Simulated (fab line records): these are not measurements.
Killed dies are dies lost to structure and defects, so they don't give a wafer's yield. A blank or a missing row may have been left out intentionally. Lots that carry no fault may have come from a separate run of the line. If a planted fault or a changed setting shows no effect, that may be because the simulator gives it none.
A struck lot beside a sound one || flow sky130 || 24 out of 708 route steps
Sound: wafers L725.3, L725.4, L725.5. Wafers L733.2, L733.4, L733.6 were the ones struck. The cause is named last.
Per side, at each step with rows, come the tool, then ch with its chambers, and then its first start. Under that, the readings that differ: sound wafers || struck wafers || difference of the means || sigmas: that difference in standard deviations of wafers without a fault.
alike: words and numbers the same on both sides, and readings whose means are apart by under 2 such deviations; not compared: readings that were withheld, readings missing a value for some wafer, numbers with overlapping values and no deviation given by the record, and bounds like >300 which may hide the same value.
Wherever a step has rows on one side only, a row that says differs or no value, or a row with sigmas, the two part there. When numbers do not overlap yet have no deviation, they are printed without sigmas and do not part them. A reading missing from all wafers of one side parts the sides only when that side holds two or more wafers.

first, 2 steps without rows for these wafers: SKY_POLY_GATE_CLEAN_19 (cleans in SC1/SC2, time 150 s); SKY_POLY_GATE_OXIDATION_20 (stabilise 600 s, purge 300 s, target thk 4 nm).
SKY_POLY_GATE_THK_MEAS_21:
  sound: film_metro-02 at day 19 12:45; struck: film_metro-02 at day 21 18:29
{"reading": "POLY_GATE_OXIDATION_THK (nm)", "sound": "3.81 3.80 3.75", "struck": "3.96 4.04 4.03", "difference": "+0.22", "sigmas": "+2"}
SKY_POLY_GATE_CD_MEAS_22:
  sound: cd_sem-01 at day 19 12:51; struck: cd_sem-01 at day 21 18:34
  alike: cd_nm
then, 7 steps without rows for these wafers: SKY_LDD_N_DEHYDRATE_00 (time 60 s); SKY_LDD_N_HMDS_01 (prime time 60 s); SKY_LDD_N_COAT_02 (resist thk 300 nm); SKY_LDD_N_SOFTBAKE_03 (time 60 s); SKY_LDD_N_EXPOSE_04 (exposes mask NTM, target cd 840 nm); SKY_LDD_N_PEB_05; SKY_LDD_N_DEVELOP_06 (develop time 60 s).
SKY_LDD_N_OVL_MEAS_07:
  sound: overlay-02 at day 20 19:38; struck: overlay-01 at day 23 00:22
  alike: LDD_N_OVL
SKY_LDD_N_IMPLANT_08:
  sound on implanter-03 ch 0, day 20 19:43; struck on implanter-01 ch 0, day 23 00:25
{"reading": "dose_ions_cm2", "sound": "7.489e+13 7.498e+13 7.489e+13", "struck": "4.64e+13 4.648e+13 4.653e+13", "difference": -2.84e+13, "sigmas": "-99 or more"}
{"reading": "faraday_current_uA", "sound": "427 422 415", "struck": "267 266 255", "difference": -159, "sigmas": -16}
then, 7 steps without rows for these wafers: SKY_LDD_N_IMPLANT_09; SKY_LDD_N_IMPLANT_10; SKY_LDD_N_IMPLANT_11; SKY_LDD_N_IMPLANT_12; SKY_LDD_N_IMPLANT_13; SKY_LDD_N_IMPLANT_14; SKY_LDD_N_IMPLANT_15.
SKY_LDD_N_STRIP_16: strips in O2/N2.
  sound on plasma_asher-01 ch 0,1, day 20 20:53; struck on plasma_asher-04 ch 0,1, day 23 01:36
{"reading": "strip_time_to_endpoint_s (s)", "sound": "4.337 4.329 4.332", "struck": "4.251 4.234 4.244", "difference": -0.090, "sigmas": -7}
  alike: drypump_motor_current_A, oes_product_au
  not compared: rf_hours_counter_h
SKY_LDD_N_TW_MEAS_17:
  sound: film_metro-01 at day 20 20:59; struck: film_metro-04 at day 23 01:43
{"reading": "LDD_N_TW", "sound": "2570 2580 2566", "struck": "2532 2541 2538", "difference": -35, "sigmas": -2}
then, 1 step without rows for these wafers: SKY_LDD_P_DEHYDRATE_00 (time 60 s).
-- a jump in the record: the struck wafers' starts before and after are 26 days apart (it breaks off in module LDD_P and resumes in module PAD_OPEN, where the first step shown is number 708 of the route) --
SKY_PAD_OPEN_PROBE_99:
  sound: prober-02 at day 48 02:12; struck: prober-01 at day 49 03:12
{"reading": "killed_at_M0_to_M3", "sound": "43 36 37", "struck": "49 48 55", "difference": "+12", "sigmas": "+2"}
{"reading": "killed_at_M4_up", "sound": "7 9 4", "struck": "2 0 0", "difference": -6, "sigmas": -3}
{"reading": "model.etest.tip_n.rs_ohm_sq", "sound": "439.8 435.2 439.2", "struck": "470.1 473.5 471.2", "difference": "+33.5", "sigmas": ""}
  alike: killed_at_contacts, killed_at_front_end, killed_at_other, killed_dies, killed_open, killed_short

## WHERE THEY PART
At SKY_POLY_GATE_THK_MEAS_21 first; at SKY_PAD_OPEN_PROBE_99 last (within this record only).

WHY: the cause the simulator had injected
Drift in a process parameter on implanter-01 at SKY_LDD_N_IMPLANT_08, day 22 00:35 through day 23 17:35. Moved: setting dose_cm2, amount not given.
